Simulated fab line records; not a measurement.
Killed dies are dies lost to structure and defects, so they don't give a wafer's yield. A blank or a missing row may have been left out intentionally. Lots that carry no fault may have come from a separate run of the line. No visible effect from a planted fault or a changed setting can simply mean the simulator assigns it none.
Comparing a struck lot with a sound one    flow sky130    17 steps out of a route of 708
Sound: these wafers, L846.2, L846.4, L846.5. Wafers struck: L848.1, L848.5, L848.6. At the end, the cause is stated.
At each step with rows: each side's tool, then ch and its chambers, then its first start. Under that, the readings that differ: sound wafers    struck wafers    difference of the means    sigmas: that difference in standard deviations of wafers without a fault.
alike: readings with means less than 2 such deviations apart, plus words and numbers identical on both sides. not compared: withheld readings, readings lacking a value on some wafer, bounds such as >300 that could conceal the same value, and numbers that have no deviation in the record and whose values overlap.
A row with sigmas, a row that says differs or no value, or rows on one side alone: a step with any of these is where the two part. Non-overlapping numbers with no deviation appear without sigmas and do not part them. A reading missing from all wafers of one side parts the sides only when that side holds two or more wafers.

first, 3 steps without rows for these wafers: SKY_VIA1_EXPOSE_09 (exposes mask VIM, target cd 150 nm); SKY_VIA1_PEB_10; SKY_VIA1_DEVELOP_11 (develop time 60 s).
SKY_VIA1_CD_MEAS_12: target cd 150 nm.
  sound: cd_sem-01 at day 34 06:28; struck: cd_sem-01 at day 35 00:21
  alike: cd_nm
SKY_VIA1_OVL_MEAS_13:
  sound: overlay-01 at day 34 06:34; struck: overlay-01 at day 35 00:28
  alike: VIA1_OVL
SKY_VIA1_ETCH_14: etches BARC in N2/H2, stops on SiO2, time 45.9 s, target depth 60 nm.
  sound on rie_diel-01 ch 1,2,3, day 34 06:36; struck on rie_diel-01 ch 0,1,2, day 35 00:30
  alike: bias_w, drypump_motor_current_A, oes_product_au, throttle_valve_pct
  not compared: rf_hours_counter_h
SKY_VIA1_ETCH_15: etches SiO2 in C4F8/O2/Ar, stops on TiN, target depth 351 nm, time 54 s.
  sound on rie_diel-01 ch 1,2,3, day 34 06:38; struck on rie_diel-01 ch 0,1,2, day 35 00:32
  alike: bias_w, oes_product_au
  not compared: rf_hours_counter_h
SKY_VIA1_STRIP_16: strips in O2/N2.
  sound on plasma_asher-02 ch 0,1, day 34 06:41; struck on plasma_asher-04 ch 0,1, day 35 00:35
  alike: drypump_motor_current_A, oes_product_au, strip_time_to_endpoint_s
  not compared: rf_hours_counter_h
then, 3 steps without rows for these wafers: SKY_VIA1_STRIP_17 (strips in post etch residue remover, time 1200 s); SKY_VIA1_CLEAN_18 (cleans in IPA, time 180 s); SKY_VIA1_CLEAN_19 (cleans in O3/DIW).
SKY_VIA1_SPUTTER_20: material TiN, target thk 20 nm, time 80 s.
  sound: pvd_sputter-02 at day 34 07:18; struck: pvd_sputter-01 at day 35 01:12
  alike: throttle_valve_pct
SKY_VIA1_CVD_21: deposits W, target thk 270 nm, time 80.902 s.
  sound on cvd_w-02 ch 0,1, day 34 07:22; struck on cvd_w-02 ch 0,1, day 35 01:16
  no value came back on the struck wafers for chamber_pressure_Torr (Torr), heater_power_outer_w (W), heater_power_w (W); on the sound wafers chamber_pressure_Torr (Torr) reads 39.94 40.09 40.17
SKY_VIA1_RS_MEAS_22: a four-point-probe measurement.
  sound: film_metro-02 at day 34 07:28; struck: film_metro-04 at day 35 01:21
reading             sound              struck                difference  sigmas
VIA1_W_RS (ohm/sq)  0.432 0.419 0.414  57.061 57.112 56.639  +56.516     +99 or more
SKY_VIA1_THK_MEAS_23: measures by xrf.
  sound: film_metro-02 at day 34 07:35; struck: film_metro-04 at day 35 01:28
reading          sound        struck    difference  sigmas
VIA1_W_THK (nm)  268 278 280  <0 <0 <0  differs     
SKY_VIA1_CMP_24: polishes, stops on SiO2, t overpolish 15 s, target thk 0 nm.
  sound on cmp-01 ch 1,3, day 34 07:38; struck on cmp-02 ch 0,1,2, day 35 01:41
reading                 sound     struck  difference  sigmas
time_to_endpoint_s (s)  67 65 69  4 4 5   -63         -13
  alike: motor_current_A
-- the record jumps here: 12 days lie between the struck wafers' starts before and after (it left off in module VIA1 and takes up again in module PAD_OPEN, whose first step shown is number 708 of the route) --
SKY_PAD_OPEN_PROBE_99:
  sound: prober-02 at day 45 22:38; struck: prober-02 at day 46 15:35
reading                   sound           struck          difference  sigmas
defect_limited_yield (%)  79.5 79.9 85.2  0 0 0           -82         -43
killed_at_M0_to_M3        52 55 37        449 437 455     +399        +55
killed_dies               101 99 73       492 492 492     +401        +42
killed_on_rim             13 19 16        96 96 96        +80         +23
sort_bin_5_function (%)   12.6 12.4 9.8   92.9 93.5 92.1  +81.2       +54
sort_n_pass               391 393 419     0 0 0           -401        -42
sort_yield_pct (%)        79.5 79.9 85.2  0 0 0           -82         -43
  alike: killed_at_M4_up, killed_at_contacts, killed_at_front_end, killed_at_other, killed_open, killed_short, sort_bin_3_pad_short, sort_bin_6_memory

## WHERE THEY PART
At SKY_VIA1_CVD_21 first; at SKY_PAD_OPEN_PROBE_99 last (within this record only).

WHY: whatever the simulator had introduced
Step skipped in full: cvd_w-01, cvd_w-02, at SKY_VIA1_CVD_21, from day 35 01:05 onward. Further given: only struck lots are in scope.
